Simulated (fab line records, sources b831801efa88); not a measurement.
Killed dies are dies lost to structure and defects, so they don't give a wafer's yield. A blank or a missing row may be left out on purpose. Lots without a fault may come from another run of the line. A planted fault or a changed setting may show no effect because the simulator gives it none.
fab line records | flow gf180mcu | part 2 of 2: steps 29 to 38 of 38
record lots=5 wafers=15 last_day=34
route steps=602 shown V3@442 M4@456 V4@476
lots that met no fault: from a run of the same line without faults
start_h: hours from the record's first day to the start of the lot's first wafer shown | wait_h: hours since the lot's step before | " the same as in the row above | L1.1+2: a row that stands for several wafers | - no value, or no start given | * or withheld: withheld | < > ~ a bound
route shown NAME@n: a module of which the file shows steps, and the number in the route of the first | usual: mean/standard deviation of fault-free wafers | same: alike in all rows | chamber/n: place in a boat | sites: the reading at each site | _std_site: their standard deviation | _edge_site: outer sites' mean less inner sites' | radius_mm: how far each site lies from the wafer's centre | mask NAME#n: copy n | behind: the tool/chamber that last shaped the wafer | hold: why the lot was held/for how many hours/how that ended | device: the transistor (n, p or np) that didn't switch | end of line: the same wafers' tests at the end of the route | a step without rows: its recipe alone | killed: dies lost to structure and defects at the first sort, not the wafer's yield | map: a wafer's dies, x killed, . not, _ none there
set.NAME: the setting as run; set.NAME@STEP: as run at that earlier step | model.NAME: the simulator's own value behind a step, which no gauge read
lots at some steps of the route; a table a step, a row a wafer
services: from which hour (start_h, from the record's first day; less than 0 if before it) a tool's chamber was out of use, for how many hours, and why
## steps
# step GF_M4_CD_MEAS_14
# recipe target_cd_nm=280
# usual cd_nm=280.1/1.2
# columns lot.wafer tool chamber start_h wait_h cd_nm
L076.1 cd_sem-01 - 556.32 0.1 281.1
L076.3 " - " " 280.3
L076.5 " - " " 281.5
L082.1 cd_sem-02 - 614.81 0.1 281.1
L082.4 " - " " 280.2
L082.5 " - " " 280.5
L090.2 cd_sem-02 - 656.64 0.1 282.2
L090.4 " - " " 282.9
L090.6 " - " " 282.4
L096.3 cd_sem-01 - 698.30 0.1 279.6
L096.5 " - " " 279.7
L096.6 " - " " 280.2
L097.3 cd_sem-02 - 709.90 0.1 278.9
L097.5 " - " " 279.2
L097.6 " - " " 278.5
# step GF_M4_OVL_MEAS_15
# usual M4_OVL=4/6.1
# columns lot.wafer tool chamber start_h wait_h M4_OVL[nm]
L076.1 overlay-02 - 556.44 0.1 4
L076.3 " - " " 1
L076.5 " - " " 5
L082.1 overlay-01 - 614.93 0.1 9
L082.4 " - " " 5
L082.5 " - " " 10
L090.2 overlay-01 - 656.74 0.1 3
L090.4 " - " " 2
L090.6 " - " " 4
L096.3 overlay-01 - 698.40 0.1 -4
L096.5 " - " " -11
L096.6 " - " " -7
L097.3 overlay-01 - 710.00 0.1 -3
L097.5 " - " " -6
L097.6 " - " " 1
# step GF_M4_METAL_ETCH_16
# recipe chemistry=Cl2/BCl3 mask_material=KrF target_depth_nm=627.5 stop_on=SiO2 pressure_mtorr=8 icp_w=800 bias_w=140 Cl2_flow_sccm=80 bcl3_flow_sccm=40 time_s=104.6
# usual drypump_motor_current_A=5.9/0.33 oes_product_au=0.973/0.0057 throttle_valve_pct=28.249/0.0092
# columns lot.wafer tool chamber start_h wait_h drypump_motor_current_A oes_product_au rf_hours_counter_h throttle_valve_pct
L076.1 rie_metal-02 1 556.47 0.0 5.3 0.973 2 28.259
L076.3 " 1 " " 5.2 0.975 - 28.262
L076.5 " 1 " " 5.3 0.972 - 28.252
L082.1 rie_metal-04 1 614.97 0.0 5.5 0.976 0 28.253
L082.4 " 0 " " 6.2 0.979 - 28.240
L082.5 " 0 " " 6.2 0.969 - 28.248
L090.2 rie_metal-03 1 656.77 0.0 6.1 0.974 5 28.253
L090.4 " 1 " " 6.0 0.971 - 28.247
L090.6 " 0 " " 6.1 0.979 - 28.255
L096.3 rie_metal-03 1 698.50 0.1 6.0 0.976 - 28.221
L096.5 " 1 " " 6.0 0.975 - 28.239
L096.6 " 1 " " 6.0 0.979 - 28.265
L097.3 rie_metal-03 0 710.06 0.1 6.1 0.963 - 28.245
L097.5 " 0 " " 6.2 0.966 - 28.249
L097.6 " 1 " " 6.1 0.967 - 28.245
# step GF_M4_STRIP_17
# recipe chemistry=O2/N2 power_w=1400 pressure_mtorr=1500 platen_temp_c=250 o2_flow_sccm=3000 n2_flow_sccm=300 overash_fraction=0.5
# usual drypump_motor_current_A=5.5/0.43 heater_power_w=350/48 oes_product_au=0.558/0.0047 strip_time_to_endpoint_s=7.87/0.039
# columns lot.wafer tool chamber start_h wait_h drypump_motor_current_A heater_power_w oes_product_au rf_hours_counter_h strip_time_to_endpoint_s
L076.1 plasma_asher-01 0 556.58 0.1 5.9 337 0.549 14 7.81
L076.3 " 1 " " 6.1 287 0.557 - 7.82
L076.5 " 1 " " 6.1 297 0.553 - 7.80
L082.1 plasma_asher-01 0 615.08 0.1 5.9 334 0.558 20 7.93
L082.4 " 0 " " 5.9 332 0.564 - 7.91
L082.5 " 0 " " 6.0 335 0.561 - 7.95
L090.2 plasma_asher-03 1 656.88 0.1 5.4 324 0.554 53 7.86
L090.4 " 1 " " 5.3 329 0.560 - 7.89
L090.6 " 1 " " 5.3 334 0.564 - 7.89
L096.3 plasma_asher-04 1 698.68 0.1 4.9 336 0.564 - 7.96
L096.5 " 1 " " 4.9 327 0.562 - 7.90
L096.6 " 0 " " 5.6 391 0.568 - 7.92
L097.3 plasma_asher-04 1 710.17 0.1 4.9 330 0.562 - 7.95
L097.5 " 0 " " 5.5 391 0.559 - 7.93
L097.6 " 1 " " 4.9 326 0.551 - 7.88
# step GF_M4_STRIP_18
# recipe chemistry=post_etch_residue_remover time_s=1200 temp_c=72.5
# usual bath_guard_temp_C=72.7/0.52
# columns lot.wafer tool chamber start_h wait_h bath_guard_temp_C
L076.1 wet_bench-04 3 556.68 0.1 72.8
L076.3 " 3 " " 72.7
L076.5 " 3 " " 72.7
L082.1 wet_bench-04 3 615.18 0.1 73.0
L082.4 " 3 " " 72.9
L082.5 " 3 " " 73.1
L090.2 wet_bench-04 1 656.98 0.1 73.5
L090.4 " 1 " " 72.8
L090.6 " 1 " " 72.6
L096.3 wet_bench-04 0 698.74 0.0 73.9
L096.5 " 0 " " 74.4
L096.6 " 0 " " 73.8
L097.3 wet_bench-01 0 710.23 0.0 72.5
L097.5 " 0 " " 72.9
L097.6 " 0 " " 72.9
# step GF_M4_CLEAN_19
# recipe chemistry=DIW dry=n2_spin
# columns lot.wafer tool chamber start_h wait_h
L076.1+3+5 wet_bench-02 2 557.03 0.0
L082.1+4+5 wet_bench-02 3 615.55 0.0
L090.2+4+6 wet_bench-02 0 657.36 0.0
L096.3+5+6 wet_bench-02 3 699.09 0.0
L097.3+5+6 wet_bench-04 1 710.61 0.0
# step GF_V4_CVD_00
# recipe material=SiO2 target_thk_nm=600 sigma_open_frac=0.3 temp_c=400 time_s=100 sih4_flow_sccm=60 pressure_mtorr=6
# columns lot.wafer tool chamber start_h wait_h
L076.1+3+5 hdpcvd-01 0,2,1 557.12 0.0
L082.1+4+5 hdpcvd-01 1,1,2 615.64 0.0
L090.2+4+6 hdpcvd-01 1,2,1 657.46 0.0
L096.3+5+6 hdpcvd-01 1,2,1 699.18 0.0
L097.3+5+6 hdpcvd-02 1,1,2 710.70 0.0
# step GF_V4_THK_MEAS_01
# recipe reads=SiO2_of_V4_CVD_00
# usual V4_CVD_00_THK=600/6.2
# columns lot.wafer tool chamber start_h wait_h V4_CVD_00_THK[nm]
L076.1 film_metro-01 - 557.19 0.0 606
L076.3 " - " " 606
L076.5 " - " " 605
L082.1 film_metro-03 - 615.72 0.0 604
L082.4 " - " " 608
L082.5 " - " " 603
L090.2 film_metro-03 - 657.54 0.0 592
L090.4 " - " " 586
L090.6 " - " " 594
L096.3 film_metro-04 - 699.27 0.1 595
L096.5 " - " " 609
L096.6 " - " " 602
L097.3 film_metro-01 - 710.79 0.1 600
L097.5 " - " " 598
L097.6 " - " " 597
# step GF_V4_CVD_02
# recipe material=SiO2 target_thk_nm=850 precursor=TEOS temp_c=400 time_s=94.851 rf_w=600
# usual heater_power_w=642/95
# columns lot.wafer tool chamber start_h wait_h heater_power_w
L076.1 pecvd-03 1 557.25 0.1 751
L076.3 " 0 " " 569
L076.5 " 0 " " 606
L082.1 pecvd-01 0 615.78 0.1 677
L082.4 " 1 " " 607
L082.5 " 0 " " 706
L090.2 pecvd-04 2 657.59 0.0 821
L090.4 " 2 " " 879
L090.6 " 1 " " 632
L096.3 pecvd-01 0 699.31 0.0 601
L096.5 " 0 " " 668
L096.6 " 1 " " 631
L097.3 pecvd-03 1 710.83 0.0 682
L097.5 " 0 " " 600
L097.6 " 2 " " 565
# step GF_V4_THK_MEAS_03
# recipe reads=SiO2_of_V4_CVD_02
# usual V4_CVD_02_THK=846/12
# columns lot.wafer tool chamber start_h wait_h V4_CVD_02_THK[nm]
L076.1 film_metro-04 - 557.41 0.1 835
L076.3 " - " " 837
L076.5 " - " " 853
L082.1 film_metro-01 - 615.85 0.0 849
L082.4 " - " " 856
L082.5 " - " " 857
L090.2 film_metro-01 - 657.70 0.1 826
L090.4 " - " " 839
L090.6 " - " " 854
L096.3 film_metro-01 - 699.40 0.1 854
L096.5 " - " " 861
L096.6 " - " " 851
L097.3 film_metro-04 - 710.99 0.1 845
L097.5 " - " " 860
L097.6 " - " " 853
## services
# columns tool chamber start_h hours kind
krf_scanner-02 - 519.09 1.3 pm
hdpcvd-01 - 539.27 15.0 pm
krf_scanner-02 - 541.83 1.0 pm
rie_metal-03 0 545.79 3.6 repair
rie_diel-02 0 550.44 5.9 repair
pvd_sputter-02 - 557.11 2.1 repair
pvd_sputter-01 - 563.85 2.2 repair
pvd_sputter-01 - 579.32 12.1 repair
rie_metal-03 - 584.82 2.4 repair
rie_metal-03 - 587.55 2.8 pm
pvd_sputter-02 - 607.57 2.9 repair
cvd_w-01 1 614.16 10.1 repair
cvd_w-01 - 622.43 0.5 repair
rie_diel-04 0 630.93 14.2 repair
cmp-01 - 633.03 0.3 repair
krf_scanner-02 - 640.26 0.8 pm
pvd_sputter-02 - 660.69 7.4 repair
krf_scanner-02 - 665.37 0.2 repair
cmp-01 - 680.13 4.7 pm
krf_scanner-02 - 694.99 1.3 pm
rie_diel-04 3 696.21 1.4 repair
rie_metal-03 1 699.61 4.6 repair
cmp-01 - 706.39 4.6 pm
pvd_sputter-03 - 708.46 1.6 repair
